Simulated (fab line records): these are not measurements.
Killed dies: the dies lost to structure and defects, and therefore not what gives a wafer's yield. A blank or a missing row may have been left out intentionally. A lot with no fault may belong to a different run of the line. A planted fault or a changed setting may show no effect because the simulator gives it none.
A lot that was struck, set against a sound lot	flow sky130	17 steps out of a route of 708
Sound: the wafers L875.1, L875.2, L875.5. Wafers struck: L881.2, L881.5, L881.6. Last of all comes the cause.
Order at every step that has rows: each side's tool, ch and its chambers, its first start. Under that, the readings that differ: sound wafers	struck wafers	difference of the means	sigmas: that difference in standard deviations of wafers without a fault.
alike: readings with means less than 2 such deviations apart, plus words and numbers identical on both sides. not compared: withheld readings, readings lacking a value on some wafer, bounds such as >300 that could conceal the same value, and numbers that have no deviation in the record and whose values overlap.
Wherever a step has rows on one side only, a row that says differs or no value, or a row with sigmas, the two part there. Numbers that have no deviation but don't overlap get no sigmas and don't part them. A reading missing from all wafers of one side parts the sides only when that side holds two or more wafers.

SKY_VT_ADJUST_HVTR_OVL_MEAS_08:
  sound: overlay-01 at day 10 04:08; struck: overlay-01 at day 11 18:35
  alike: VT_ADJUST_HVTR_OVL
next, for these wafers, 1 step has no rows: SKY_VT_ADJUST_HVTR_IMPLANT_09.
SKY_VT_ADJUST_HVTR_STRIP_10: strips in O2/N2.
  sound on plasma_asher-01 ch 0,1, day 10 04:19; struck on plasma_asher-04 ch 0,1, day 11 18:46
  alike: drypump_motor_current_A, n2_flow_sccm, oes_product_au, strip_time_to_endpoint_s
  not compared: rf_hours_counter_h
SKY_VT_ADJUST_HVTR_TW_MEAS_11:
  sound: film_metro-01 at day 10 04:25; struck: film_metro-03 at day 11 18:53
  alike: VT_ADJUST_HVTR_TW
then, 7 steps without rows for these wafers: SKY_VT_ADJUST_PCH_DEHYDRATE_00 (time 60 s); SKY_VT_ADJUST_PCH_HMDS_01 (prime time 60 s); SKY_VT_ADJUST_PCH_COAT_02 (resist thk 3000 nm); SKY_VT_ADJUST_PCH_SOFTBAKE_03; SKY_VT_ADJUST_PCH_EXPOSE_04 (exposes mask NWM, target cd 840 nm); SKY_VT_ADJUST_PCH_PEB_05; SKY_VT_ADJUST_PCH_DEVELOP_06 (develop time 60 s).
SKY_VT_ADJUST_PCH_OVL_MEAS_07:
  sound: overlay-02 at day 11 03:09; struck: overlay-02 at day 12 18:11
  alike: VT_ADJUST_PCH_OVL
SKY_VT_ADJUST_PCH_IMPLANT_08:
  sound on implanter-03 ch 0, day 11 03:11; struck on implanter-03 ch 0, day 12 18:14
reading	sound	struck	difference	sigmas
dose_ions_cm2	5.001e+11 4.996e+11 4.995e+11	3.989e+11 3.983e+11 3.989e+11	-1.010e+11	-99 or more
faraday_current_uA	2.83 2.87 2.83	2.25 2.20 2.31	-0.59	-11
  alike: end_station_pressure_torr
SKY_VT_ADJUST_PCH_STRIP_09: strips in O2/N2.
  sound on plasma_asher-02 ch 0,1, day 11 03:20; struck on plasma_asher-04 ch 0,1, day 12 18:22
reading	sound	struck	difference	sigmas
strip_time_to_endpoint_s (s)	36.76 36.78 36.92	37.12 36.96 37.02	+0.21	+2
  alike: drypump_motor_current_A, n2_flow_sccm, oes_product_au
  not compared: rf_hours_counter_h
SKY_VT_ADJUST_PCH_TW_MEAS_10:
  sound: film_metro-04 at day 11 03:26; struck: film_metro-03 at day 12 18:28
reading	sound	struck	difference	sigmas
VT_ADJUST_PCH_TW	143.5 143.2 143.8	134.6 134.2 133.7	-9.3	-14
then, 1 step without rows for these wafers: SKY_SONOS_TUNNEL_DEHYDRATE_00 (time 60 s).
-- record jumps: 35 days separate the struck wafers' starts on either side; left off in module SONOS_TUNNEL, taken up again in module PAD_OPEN, whose first shown step is the route's number 708 --
SKY_PAD_OPEN_PROBE_99:
  sound: prober-01 at day 46 15:29; struck: prober-02 at day 47 16:35
reading	sound	struck	difference	sigmas
model.etest.pfet_g5v0d10v5.vt_sat_v (V)	-0.6289 -0.6156 -0.6339	-0.7437 -0.7212	-0.1063	
model.etest.pfet_16v.vt_v (V)	-1.095 -1.092 -1.101	-1.18 -1.165	-0.08	
model.etest.pfet_g5v0d10v5.vt_v (V)	-0.8248 -0.8116 -0.8331	-0.9164 -0.8916	-0.0808	
model.etest.pfet_g5v0d10v5.vt_long_v (V)	-0.9249 -0.9236 -0.9315	-1.002 -0.9896	-0.069	
model.etest.pfet_01v8_lvt.vt_sat_v (V)	-0.4442 -0.4436 -0.4493	-0.505 -0.4992	-0.056	
model.etest.pfet_01v8_lvt.vt_v (V)	-0.5352 -0.5323 -0.5382	-0.5882 -0.5817	-0.0497	
model.etest.pfet_01v8_lvt.vt_long_v (V)	-0.6536 -0.6498 -0.6537	-0.6998 -0.6951	-0.0451	
model.etest.pfet_01v8_lvt.body_rise_v (V)	-0.2045 -0.2013 -0.2019	-0.1968 -0.1955	+0.0064	
  alike: killed_at_M0_to_M3, killed_at_M4_up, killed_at_contacts, killed_at_front_end, killed_at_other, killed_dies, killed_open, killed_short

WHERE THEY PART
Last at SKY_VT_ADJUST_PCH_TW_MEAS_10 as far as this record goes, first at SKY_VT_ADJUST_PCH_IMPLANT_08. Later steps at which nothing parts them and some readings are alike: SKY_PAD_OPEN_PROBE_99.

WHY: the cause the simulator had injected
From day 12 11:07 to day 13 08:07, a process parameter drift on implanter-03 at SKY_VT_ADJUST_PCH_IMPLANT_08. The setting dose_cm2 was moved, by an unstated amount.
